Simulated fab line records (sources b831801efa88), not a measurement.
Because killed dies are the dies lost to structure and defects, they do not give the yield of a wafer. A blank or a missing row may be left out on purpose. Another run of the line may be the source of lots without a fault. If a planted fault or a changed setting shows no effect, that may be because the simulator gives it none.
fab line records	flow sky130
[record] lots = 13	wafers = 39	last-day = 50
route steps=708 shown LI_CONTACT@362 VIA4@658 METAL5@675 PASSIVATION@693 PAD_OPEN@708
lots that met no fault: from a run of the same line without faults
start-h: hours from the record's opening day to when the first of the lot's shown wafers began	wait-h: hours elapsed since this lot's preceding step	" unchanged from the row above	L1.1+2: a row that stands for several wafers	- no value, or no start given	* or withheld: withheld	< > ~ a bound
route shown NAME@n: a module of which the file shows steps, and the number in the route of the first	usual: mean/standard deviation of fault-free wafers	same: alike in all rows	chamber/n: place in a boat	sites: per-site readings	_std_site: the values' standard deviation	_edge_site: outer sites' mean less inner sites'	radius-mm: how far each site lies from the wafer's centre	mask NAME#n: copy n	behind: the tool/chamber that last shaped the wafer	hold: why the lot was held/for how many hours/how that ended	device: the n, p or np transistor that did not switch	end of line: at the end of the route, the tests of the same wafers	a step without rows: its recipe alone	killed: dies lost to structure and defects at the first sort, not the wafer's yield	map: dies across one wafer; x = killed, . = not, _ = none there
set.NAME: the setting the step ran with; set.NAME@STEP: the setting that earlier step ran with	model.NAME: the simulator's own value behind a step, which no gauge read
one table for each step of the route and one row for each wafer, over a sample of lots
services: the hour from which a tool's chamber was out of use, counted from the record's first day as start-h (under 0 if before that day), plus the number of hours and why
[[steps]]
[step SKY_LI_CONTACT_HDPCVD_00]
[recipe] material = PSG	target-thk-nm = 930	sigma-open-frac = 0.3	time-s = 155	temp-c = 600	sih4-flow-sccm = 60	pressure-mtorr = 6
[usual] pressure-mtorr = 5.998/0.01	susceptor-temp-C = 600.0/0.31
lot.wafer	tool	chamber	start-h	wait-h	pressure-mtorr	susceptor-temp-C
L526.2	hdpcvd-01	2	637.33	0.0	6.007	600.0
L526.4	"	2	"	"	6.009	599.9
L526.5	"	0	"	"	5.994	600.1
L525.2	hdpcvd-02	0	639.43	0.0	5.985	600.0
L525.3	"	2	"	"	5.998	600.0
L525.5	"	2	"	"	5.990	599.9
L527.1	hdpcvd-02	0	657.03	0.0	6.007	599.9
L527.4	"	1	"	"	6.005	600.4
L527.5	"	0	"	"	6.012	600.0
L528.1	hdpcvd-02	1	676.88	0.0	6.000	600.3
L528.2	"	0	"	"	6.009	600.7
L528.3	"	2	"	"	6.001	600.2
L529.1	hdpcvd-02	0	685.18	0.0	5.998	600.0
L529.3	"	1	"	"	5.983	599.7
L529.6	"	2	"	"	6.003	600.3
L531.2	hdpcvd-01	0	696.58	0.0	5.983	599.9
L531.5	"	1	"	"	6.004	600.6
L531.6	"	2	"	"	6.010	600.4
L530.3	hdpcvd-02	1	698.29	0.0	6.019	600.2
L530.5	"	2	"	"	5.981	600.0
L530.6	"	1	"	"	6.005	600.3
L532.2	hdpcvd-02	2	705.63	0.0	6.040	600.2
L532.4	"	1	"	"	5.993	600.0
L532.6	"	2	"	"	6.008	600.1
L533.1	hdpcvd-02	2	708.38	0.0	6.002	599.8
L533.2	"	1	"	"	6.007	599.9
L533.3	"	0	"	"	6.004	600.0
L534.1	hdpcvd-02	0	721.24	0.0	5.991	600.3
L534.4	"	0	"	"	6.001	600.1
L534.5	"	1	"	"	5.999	600.3
L543.2	hdpcvd-01	0	790.18	0.0	5.980	599.9
L543.3	"	2	"	"	5.989	600.3
L543.4	"	2	"	"	5.988	599.7
L547.1	hdpcvd-02	0	821.28	0.0	6.002	599.8
L547.3	"	2	"	"	5.989	600.0
L547.5	"	2	"	"	5.990	599.8
L548.2	hdpcvd-01	0	827.78	0.0	6.002	599.1
L548.3	"	1	"	"	6.009	599.5
L548.5	"	2	"	"	6.006	600.1
[step SKY_VIA4_RS_MEAS_19]
[recipe] thk-meas-gauge = four-point-probe	reads = W_of_VIA4_CVD_18+TiN_of_VIA4_SPUTTER_17
[usual] VIA4_W_RS = 0.228/0.0035
lot.wafer	tool	chamber	start-h	wait-h	VIA4_W_RS[ohm/sq]
L526.2	film-metro-04	-	993.28	0.1	0.222
L526.4	"	-	"	"	0.222
L526.5	"	-	"	"	0.221
L525.2	film-metro-04	-	998.08	0.1	0.229
L525.3	"	-	"	"	0.226
L525.5	"	-	"	"	0.227
L527.1	film-metro-01	-	1012.23	0.3	0.225
L527.4	"	-	"	"	0.226
L527.5	"	-	"	"	0.227
L528.1	film-metro-04	-	1027.13	0.1	0.229
L528.2	"	-	"	"	0.229
L528.3	"	-	"	"	0.230
L529.1	film-metro-04	-	1036.45	0.1	0.231
L529.3	"	-	"	"	0.233
L529.6	"	-	"	"	0.232
L531.2	film-metro-01	-	1041.47	0.1	0.232
L531.5	"	-	"	"	0.234
L531.6	"	-	"	"	0.236
L530.3	film-metro-03	-	1043.71	0.1	0.229
L530.5	"	-	"	"	0.231
L530.6	"	-	"	"	0.231
L532.2	film-metro-04	-	1049.22	0.1	0.227
L532.4	"	-	"	"	0.223
L532.6	"	-	"	"	0.225
L533.1	film-metro-04	-	1053.38	0.1	0.232
L533.2	"	-	"	"	0.232
L533.3	"	-	"	"	0.232
L534.1	film-metro-04	-	1063.52	0.1	0.223
L534.4	"	-	"	"	0.226
L534.5	"	-	"	"	0.227
L543.2	film-metro-03	-	1117.64	0.1	0.228
L543.3	"	-	"	"	0.230
L543.4	"	-	"	"	0.230
L547.1	film-metro-01	-	1139.53	0.1	0.229
L547.3	"	-	"	"	0.230
L547.5	"	-	"	"	0.227
L548.2	film-metro-01	-	1144.45	0.1	0.228
L548.3	"	-	"	"	0.229
L548.5	"	-	"	"	0.226
[step SKY_METAL5_DESCUM_14]
[recipe] chemistry = O2	source-power-w = 150	bias-power-w = 0	pressure-mtorr = 10	temp-c = 40	time-s = 11
[usual] drypump-motor-current-A = 5.80/0.29	oes-product-au = 0.992/0.011	temp-c = 40.00/0.11
lot.wafer	tool	chamber	start-h	wait-h	drypump-motor-current-A	oes-product-au	rf-hours-counter-h	temp-c
L526.2	rie-metal-02	0	1016.50	0.1	5.64	1.005	6	40.09
L526.4	"	0	"	"	5.64	0.998	-	39.95
L526.5	"	0	"	"	5.64	1.005	-	40.01
L525.2	rie-metal-04	0	1021.42	0.1	6.16	0.983	17	40.17
L525.3	"	0	"	"	6.16	0.994	-	40.08
L525.5	"	1	"	"	5.57	0.985	-	40.23
L527.1	rie-metal-02	0	1034.77	0.1	5.68	0.997	8	40.09
L527.4	"	0	"	"	5.68	1.001	-	39.91
L527.5	"	0	"	"	5.68	1.004	-	40.12
L528.1	rie-metal-04	0	1050.30	0.1	6.17	0.976	19	40.08
L528.2	"	1	"	"	5.53	1.001	17	39.92
L528.3	"	1	"	"	5.54	0.994	-	40.03
L529.1	rie-metal-03	0	1059.16	0.1	5.40	0.990	3	39.95
L529.3	"	0	"	"	5.35	0.987	-	40.00
L529.6	"	0	"	"	5.39	0.988	-	39.98
L531.2	rie-metal-03	0	1063.68	0.1	5.40	0.988	-	39.83
L531.5	"	0	"	"	5.39	0.983	-	39.95
L531.6	"	0	"	"	5.43	0.983	-	39.99
L530.3	rie-metal-04	0	1065.73	0.1	6.16	0.979	-	39.93
L530.5	"	1	"	"	5.55	0.985	-	39.85
L530.6	"	0	"	"	6.18	0.979	-	39.94
L532.2	rie-metal-02	1	1071.21	0.1	6.17	1.003	2	40.01
L532.4	"	1	"	"	6.15	1.000	-	39.92
L532.6	"	0	"	"	5.67	0.994	-	40.19
L533.1	rie-metal-03	1	1074.70	0.1	5.76	0.974	7	39.99
L533.2	"	0	"	"	5.39	0.980	5	40.27
L533.3	"	1	"	"	5.74	0.989	-	40.03
L534.1	rie-metal-02	1	1084.66	0.1	6.14	0.994	3	39.94
L534.4	"	0	"	"	5.67	0.989	-	40.13
L534.5	"	1	"	"	6.15	0.988	-	39.96
L543.2	rie-metal-03	0	1137.35	0.1	5.36	0.978	10	39.83
L543.3	"	1	"	"	5.77	0.985	-	40.18
L543.4	"	0	"	"	5.41	0.990	-	39.87
L547.1	rie-metal-02	1	1157.62	0.1	6.16	0.998	9	40.04
L547.3	"	0	"	"	5.73	1.002	-	40.12
L547.5	"	1	"	"	6.12	0.994	-	40.00
L548.2	rie-metal-02	1	1162.60	0.1	6.12	0.995	10	39.78
L548.3	"	1	"	"	6.13	1.005	-	39.99
L548.5	"	0	"	"	5.64	1.016	-	39.84
[step SKY_PASSIVATION_STRIP_12]
[recipe] chemistry = O2/N2	power-w = 1400	pressure-mtorr = 1500	platen-temp-c = withheld	overash-fraction = 0.7	o2-flow-sccm = 3000	n2-flow-sccm = 300
[usual] drypump-motor-current-A = 5.6/0.39	oes-product-au = 0.661/0.0045	strip-time-to-endpoint-s = 31.50/0.16
lot.wafer	tool	chamber	start-h	wait-h	drypump-motor-current-A	oes-product-au	rf-hours-counter-h	strip-time-to-endpoint-s
L526.2	plasma-asher-01	0	1040.16	0.1	5.7	0.654	60	31.38
L526.4	"	1	"	"	5.0	0.658	-	31.32
L526.5	"	0	"	"	5.7	0.660	-	31.42
L525.2	plasma-asher-03	1	1045.06	0.1	5.1	0.662	87	31.33
L525.3	"	1	"	"	5.1	0.656	-	31.40
L525.5	"	1	"	"	5.1	0.656	-	31.29
L527.1	plasma-asher-03	1	1058.26	0.1	5.1	0.662	88	31.59
L527.4	"	0	"	"	6.1	0.669	-	31.27
L527.5	"	1	"	"	5.1	0.662	-	31.43
L528.1	plasma-asher-02	0	1072.91	0.1	5.7	0.665	35	31.37
L528.2	"	1	"	"	5.8	0.660	35	31.51
L528.3	"	1	"	"	5.8	0.660	-	31.57
L529.1	plasma-asher-01	0	1081.18	0.1	5.7	0.668	65	31.22
L529.3	"	1	"	"	4.9	0.662	-	31.42
L529.6	"	1	"	"	5.0	0.668	-	31.29
L531.2	plasma-asher-01	0	1085.62	0.1	5.7	0.666	65	31.43
L531.5	"	0	"	"	5.7	0.657	-	31.32
L531.6	"	1	"	"	4.9	0.659	-	31.52
L530.3	plasma-asher-03	1	1087.86	0.1	5.1	0.656	-	31.64
L530.5	"	1	"	"	5.1	0.665	-	31.27
L530.6	"	0	"	"	6.1	0.653	-	31.30
L532.2	plasma-asher-01	1	1092.72	0.1	5.0	0.666	66	31.61
L532.4	"	1	"	"	4.9	0.662	-	31.32
L532.6	"	0	"	"	5.7	0.667	-	31.48
L533.1	plasma-asher-03	0	1096.37	0.1	6.1	0.659	92	31.57
L533.2	"	1	"	"	5.1	0.658	92	31.65
L533.3	"	0	"	"	6.1	0.666	-	31.28
L534.1	plasma-asher-01	0	1106.03	0.1	5.7	0.656	67	31.43
L534.4	"	0	"	"	5.7	0.668	-	31.56
L534.5	"	1	"	"	5.0	0.656	-	31.51
L543.2	plasma-asher-02	0	1156.31	0.1	5.7	0.658	43	31.29
L543.3	"	0	"	"	5.7	0.662	-	31.67
L543.4	"	1	"	"	5.8	0.660	-	31.43
L547.1	plasma-asher-02	1	1174.96	0.1	5.7	0.659	44	31.45
L547.3	"	0	"	"	5.7	0.658	-	31.43
L547.5	"	0	"	"	5.7	0.664	-	31.52
L548.2	plasma-asher-02	1	1179.88	0.1	5.8	0.661	45	31.41
L548.3	"	1	"	"	5.8	0.663	-	31.49
L548.5	"	1	"	"	5.8	0.667	-	31.59
[step SKY_PAD_OPEN_PROBE_99]
[usual] killed_at_M0_to_M3 = 43/6.6	killed_at_M4_up = 3.0/1.8	killed-at-contacts = 24/5.1	killed-at-front-end = 16/4.5	killed-at-other = 0.3/0.67	killed-dies = 86/9.3	killed-open = 47/6.9	killed-short = 39/6.6
[same] gross-dies = 492	killed-at-back-side = 0
lot.wafer	tool	chamber	start-h	wait-h	killed_at_M0_to_M3	killed_at_M4_up	killed-at-contacts	killed-at-front-end	killed-at-other	killed-dies	killed-open	killed-short
L533.1	prober-02	-	1118.59	0.1	34	6	18	15	0	73	37	36
L533.2	prober-02	-	1118.64	0.1	38	5	54	25	0	122	46	54
L533.3	prober-02	-	1118.69	0.2	52	1	20	11	0	84	39	45
L534.1	prober-01	-	1126.96	0.1	37	2	35	9	0	83	49	33
L534.4	prober-01	-	1127.11	0.2	38	3	25	17	1	84	42	42
L534.5	prober-01	-	1127.16	0.2	43	1	48	14	0	106	44	40
// killed by level:class
L533.1 VIA1:geometric-particle:open=7 CONTACT:geometric-particle:open=6 VIA3:geometric-particle:short=6 FIELD_ISO:geometric-particle:short=5 VIA2:geometric-particle:open=5 METAL4:geometric-particle:short=5 FIELD_ISO:geometric-particle:open=4 LI_CONTACT:geometric-particle:short=4
L533.2 LI_CONTACT:unspecified=22 CONTACT:geometric-particle:open=10 LI_CONTACT:geometric-particle:open=8 CONTACT:geometric-particle:short=7 METAL2:geometric-particle:short=7 FIELD_ISO:geometric-particle:open=6 POLY_GATE:geometric-particle:short=6 VIA1:geometric-particle:short=6
L533.3 VIA1:geometric-particle:open=10 CONTACT:geometric-particle:short=6 VIA2:geometric-particle:open=6 VIA1:geometric-particle:short=6 METAL2:geometric-particle:short=6 METAL3:geometric-particle:short=6 VIA3:geometric-particle:open=5 LI_CONTACT:geometric-particle:open=4
L534.1 LI_CONTACT:geometric-particle:open=12 CONTACT:geometric-particle:open=9 METAL1:geometric-particle:short=8 VIA1:geometric-particle:open=8 VIA2:geometric-particle:open=6 CONTACT:geometric-particle:short=5 FIELD_ISO:geometric-particle:open=4 LOCAL_INTERCONNECT:geometric-particle:short=4
L534.4 VIA1:geometric-particle:open=9 FIELD_ISO:geometric-particle:short=8 CONTACT:geometric-particle:open=6 LI_CONTACT:geometric-particle:short=5 LOCAL_INTERCONNECT:geometric-particle:short=5 VIA1:geometric-particle:short=5 METAL2:geometric-particle:short=5 VIA2:geometric-particle:open=5
L534.5 LI_CONTACT:unspecified=22 VIA1:geometric-particle:open=11 LI_CONTACT:geometric-particle:open=8 CONTACT:geometric-particle:open=8 FIELD_ISO:geometric-particle:short=5 METAL2:geometric-particle:open=5 CONTACT:geometric-particle:short=5 METAL2:geometric-particle:short=5
[[services]]
tool	chamber	start-h	hours	kind
hdpcvd-01	-	622.96	0.8	pm
hdpcvd-01	-	650.75	15.0	pm
plasma-asher-02	-	691.70	0.6	repair
rie-metal-03	0	704.89	1.8	repair
hdpcvd-01	1	730.53	9.6	repair
plasma-asher-02	-	733.75	9.0	pm
hdpcvd-02	2	754.83	13.1	repair
plasma-asher-01	-	760.57	2.8	pm
plasma-asher-01	-	788.99	1.2	repair
hdpcvd-02	-	808.72	1.3	repair
plasma-asher-01	-	819.43	2.3	repair
hdpcvd-02	2	856.33	3.8	repair
hdpcvd-02	-	862.70	0.5	repair
hdpcvd-02	-	892.21	1.2	repair
hdpcvd-02	-	916.43	14.6	pm
rie-metal-02	-	929.75	0.3	repair
rie-metal-02	1	929.97	4.8	repair
hdpcvd-02	-	950.25	15.0	pm
hdpcvd-02	-	1068.42	2.8	pm
plasma-asher-01	-	1099.29	0.6	repair
rie-metal-02	-	1100.20	0.5	repair
hdpcvd-02	1	1134.30	4.5	repair
rie-metal-02	0	1140.08	8.7	repair
rie-metal-02	-	1170.01	1.4	pm
[[key]]
[first-sign] step = SKY_PAD_OPEN_PROBE_99	reading = killed-at-contacts	direction = up	sigmas = 5.4	usual = 24	struck = 51
[effect] step = SKY_PAD_OPEN_PROBE_99	reading = killed-dies	direction = up	sigmas = 3	usual = 86	struck = 114
met-at SKY_LI_CONTACT_HDPCVD_00
struck-lots L533,L534
struck-wafers L533.2,L534.5
tester-left-out L533,L534
not-acting-at SKY_VIA4_RS_MEAS_19,SKY_METAL5_DESCUM_14,SKY_PASSIVATION_STRIP_12
onset-between 705.63 708.38
[fault] kind = chamber-particle-source	tool = hdpcvd-02	chamber = 1	onset-h = 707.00	steps = SKY_LI_CONTACT_HDPCVD_00	rate-per-visit-cm2 = 1.5351	end-h = 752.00
// tester-left-out: of these lots the tester's yield and bins aren't shown, on N5 and GAA mostly nor the transistor test; their killed dies are dies lost to structure and defects alone, not to doping, threshold or leakage, so they don't give the yield
